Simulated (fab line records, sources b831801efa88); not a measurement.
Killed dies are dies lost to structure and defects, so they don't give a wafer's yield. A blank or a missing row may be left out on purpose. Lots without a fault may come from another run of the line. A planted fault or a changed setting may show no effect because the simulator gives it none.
A struck lot beside a sound one | flow sky130 | 18 steps out of a route of 708
Sound: wafers L312.3, L312.4, L312.6. Struck: wafers L318.1, L318.2, L318.3. The cause comes at the end.
At each step with rows: each side's tool, then ch and its chambers, then its first start. Under that, the readings that differ: sound wafers | struck wafers | difference of the means | sigmas: that difference in standard deviations of wafers without a fault.
alike: readings whose means differ by less than 2 such deviations, and words and numbers that are the same on both sides. not compared: withheld readings, readings that some wafer has no value for, bounds like >300 that may hide the same value, and numbers for which the record gives no deviation and whose values overlap.
The two part at a step that has a row with sigmas, a row that says differs or no value, or rows on one side only. Numbers that don't overlap but have no deviation are shown without sigmas and don't part them. A reading that every wafer of one side lacks parts them only if that side has two wafers or more.

SKY_POLY_GATE_ETCH_15: etches BARC in N2/H2, stops on SiO2, time 118.5 s, target depth 110 nm.
  sound on rie_diel-02 ch 0,1, day 18 01:40; struck on rie_diel-02 ch 0,1,2, day 20 07:52
  alike: drypump_motor_current_A, oes_product_au, throttle_valve_pct
  not compared: rf_hours_counter_h
SKY_POLY_GATE_ETCH_16: etches Si3N4 in CH3F/O2, stops on poly-Si, time 147.5 s, target depth 75 nm.
  sound on rie_diel-02 ch 0,1, day 18 01:45; struck on rie_diel-02 ch 0,1,2, day 20 07:58
  alike: drypump_motor_current_A, oes_product_au, throttle_valve_pct
  not compared: rf_hours_counter_h
SKY_POLY_GATE_ETCH_17: etches poly-Si in HBr/Cl2, stops on SiO2, target depth 180 nm, time 70.5 s.
  sound on rie_si-02 ch 1,2, day 18 01:51; struck on rie_si-02 ch 0,1,3, day 20 08:04
  alike: drypump_motor_current_A, oes_product_au, throttle_valve_pct
  not compared: rf_hours_counter_h
SKY_POLY_GATE_STRIP_18: strips in O2/N2.
  sound on plasma_asher-03 ch 0,1, day 18 01:56; struck on plasma_asher-02 ch 0,1, day 20 08:07
  reading                     | sound       | struck      | difference | sigmas
  drypump_motor_current_A (A) | 5.3 4.8 4.8 | 5.8 5.7 5.7 | +0.8       | +2
  alike: oes_product_au, strip_time_to_endpoint_s
  not compared: rf_hours_counter_h
then, 2 steps without rows for these wafers: SKY_POLY_GATE_CLEAN_19 (cleans in SC1/SC2, time 150 s); SKY_POLY_GATE_OXIDATION_20 (stabilise 600 s, purge 300 s, target thk 4 nm).
SKY_POLY_GATE_THK_MEAS_21:
  sound on film_metro-04, day 18 03:29; struck on film_metro-01, day 20 09:54
  alike: POLY_GATE_OXIDATION_THK
SKY_POLY_GATE_CD_MEAS_22:
  sound on cd_sem-01, day 18 03:35; struck on cd_sem-01, day 20 09:58
  alike: cd_nm
then, 4 steps without rows for these wafers: SKY_LDD_N_DEHYDRATE_00 (time 60 s); SKY_LDD_N_HMDS_01 (prime time 60 s); SKY_LDD_N_COAT_02 (resist thk 300 nm); SKY_LDD_N_SOFTBAKE_03 (time 60 s).
SKY_LDD_N_EXPOSE_04: exposes mask NTM, target cd 840 nm.
  sound on iline_stepper-01 ch 0, day 18 19:03; struck on iline_stepper-02 ch 0, day 21 01:17
  reading                       | sound                | struck            | difference | sigmas
  model.LDD_N.overlay_x_nm (nm) | -1.169 -1.169 -1.169 | 52.99 52.99 52.99 | +54.16     |
  alike: mask, stage_vel_mm_s
then, 2 steps without rows for these wafers: SKY_LDD_N_PEB_05; SKY_LDD_N_DEVELOP_06 (develop time 60 s).
SKY_LDD_N_OVL_MEAS_07:
  sound on overlay-01, day 19 09:53; struck on overlay-02, day 21 16:25
  reading        | sound          | struck         | difference | sigmas
  LDD_N_OVL (nm) | -1.4 -1.7 -0.7 | 54.2 54.3 53.5 | +55.3      | +43
then, 2 steps without rows for these wafers: SKY_LDD_N_IMPLANT_08; SKY_PAD_OPEN_PROBE_99.

WHERE THEY PART
First at SKY_POLY_GATE_STRIP_18; last, within this record, at SKY_LDD_N_OVL_MEAS_07.

WHY: what the simulator had put in
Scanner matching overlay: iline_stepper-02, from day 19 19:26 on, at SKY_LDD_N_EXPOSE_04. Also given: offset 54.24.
